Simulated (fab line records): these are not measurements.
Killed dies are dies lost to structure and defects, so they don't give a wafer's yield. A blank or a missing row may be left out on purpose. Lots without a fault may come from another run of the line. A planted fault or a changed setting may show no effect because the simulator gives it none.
Split-lot experiment | flow sky130 | 5 lots, 27 wafers read, on a route of 708 steps

ABOUT THE SPLIT
At SKY_CAPM_SPUTTER_02 (material TiN, target thk 200 nm, time 166.7 s), the setting time s was moved away from the recipe's 166.7 s on 6 of the 27 wafers read, by -54.1% to +43.6%. The other wafers ran this setting at the recipe's value.

FROM THE SPLIT TO THE READING: what the file shows between them, 5 steps
- SKY_CAPM_RS_MEAS_03: measures by four-point-probe
- SKY_CAPM_THK_MEAS_04: measures by xrf
- SKY_CAPM_DEHYDRATE_05: time 60 s
- SKY_CAPM_HMDS_06: prime time 60 s
- SKY_CAPM_DEVELOP_11: develop time 60 s

THE READING
oes product au, in a.u., at SKY_CAPM_METAL_ETCH_13 (etches TiN in Cl2/BCl3, stops on SiO2, target depth 220 nm, time 62.9 s). Typical for fault-free wafers on this fab line: 0.942 a.u., with standard deviation 0.008 a.u.

wafer  | tool, chamber at the split | time s as run, s | against the recipe | oes product au, a.u. | against lot-mates on the recipe
L077.1 | pvd sputter-04, -          | 239.3            | +43.6%             | 1.004                | +0.058
L077.2 | pvd sputter-04, -          | 239.3            | +43.6%             | 0.994                | +0.048
L077.3 | pvd sputter-04, -          | 239.3            | +43.6%             | 1.006                | +0.060
L077.4 | pvd sputter-04, -          | 166.7            | recipe             | 0.950                | -
L077.5 | pvd sputter-04, -          | 166.7            | recipe             | 0.939                | -
L077.6 | pvd sputter-04, -          | 166.7            | recipe             | 0.948                | -
L080.1 | pvd sputter-04, -          | 166.7            | recipe             | 0.944                | -
L080.2 | pvd sputter-04, -          | 166.7            | recipe             | 0.931                | -
L080.3 | pvd sputter-04, -          | 166.7            | recipe             | 0.940                | -
L080.4 | pvd sputter-04, -          | 166.7            | recipe             | 0.942                | -
L080.5 | pvd sputter-04, -          | 166.7            | recipe             | 0.946                | -
L080.6 | pvd sputter-04, -          | 166.7            | recipe             | 0.934                | -
L082.1 | pvd sputter-02, -          | 166.7            | recipe             | 0.933                | -
L082.2 | pvd sputter-02, -          | 166.7            | recipe             | 0.928                | -
L082.3 | pvd sputter-02, -          | 166.7            | recipe             | 0.933                | -
L082.4 | pvd sputter-02, -          | 166.7            | recipe             | 0.939                | -
L082.5 | pvd sputter-02, -          | 166.7            | recipe             | 0.942                | -
L082.6 | pvd sputter-02, -          | 166.7            | recipe             | 0.936                | -
L084.1 | pvd sputter-04, -          | 166.7            | recipe             | 0.933                | -
L084.2 | pvd sputter-04, -          | 166.7            | recipe             | 0.954                | -
L084.4 | pvd sputter-04, -          | 166.7            | recipe             | 0.935                | -
L085.1 | pvd sputter-04, -          | 76.51            | -54.1%             | 0.648                | -0.305
L085.2 | pvd sputter-04, -          | 166.7            | recipe             | 0.951                | -
L085.3 | pvd sputter-04, -          | 166.7            | recipe             | 0.956                | -
L085.4 | pvd sputter-04, -          | 166.7            | recipe             | 0.953                | -
L085.5 | pvd sputter-04, -          | 76.51            | -54.1%             | 0.647                | -0.306
L085.6 | pvd sputter-04, -          | 76.51            | -54.1%             | 0.637                | -0.316

THE FIT
A straight line over all 27 wafers: oes product au changes by +0.00383 a.u. for each +1% of time s; r = +0.90; the points scatter about the line by 0.043 a.u.
The same after taking each lot's own level away (the mean of its wafers on the recipe; 27 wafers): +0.00392 a.u. for each +1%; r = +0.90; scatter 0.046 a.u.
The reading moves by 0.21 a.u. for the largest change in time s, on that fit.
From 0.9352 to 0.9533 a.u.: that is the span of the lots' own levels, equal to 2.3 times the standard deviation above.
Hence the lot-to-lot level has little effect on the slope; both slopes agree.
Check: -0.215 a.u. against its lot-mates is what the line predicts for one of the wafers moved furthest among these (-54.1%) when that wafer is left out of the fit. It came out at -0.305 a.u. against them.

THE WHOLE CHAIN: every reading that the file lists as answering this split, in the file's order
step                   | what it does                                                            | reading                                                                        | change (the file's fit)                   | r (the file's)
SKY_CAPM_SPUTTER_02    | material TiN, target thk 200 nm, time 166.7 s                           | TiN_of_CAPM_SPUTTER_02.thk nm (the simulator's own value, which no gauge read) | +2 nm for each +1% of the setting         | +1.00
SKY_CAPM_RS_MEAS_03    | measures by four-point-probe                                            | CAPM_TIN_RS                                                                    | -0.11 for each +1% of the setting         | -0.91
SKY_CAPM_THK_MEAS_04   | measures by xrf                                                         | CAPM_TIN_THK                                                                   | +1.97 for each +1% of the setting         | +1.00
SKY_CAPM_METAL_ETCH_13 | etches TiN in Cl2/BCl3, stops on SiO2, target depth 220 nm, time 62.9 s | oes product au                                                                 | +0.00397 a.u. for each +1% of the setting | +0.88

FILE'S OWN FIT
oes product au changes by +0.00397 a.u. for each +1% of time s, r = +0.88.
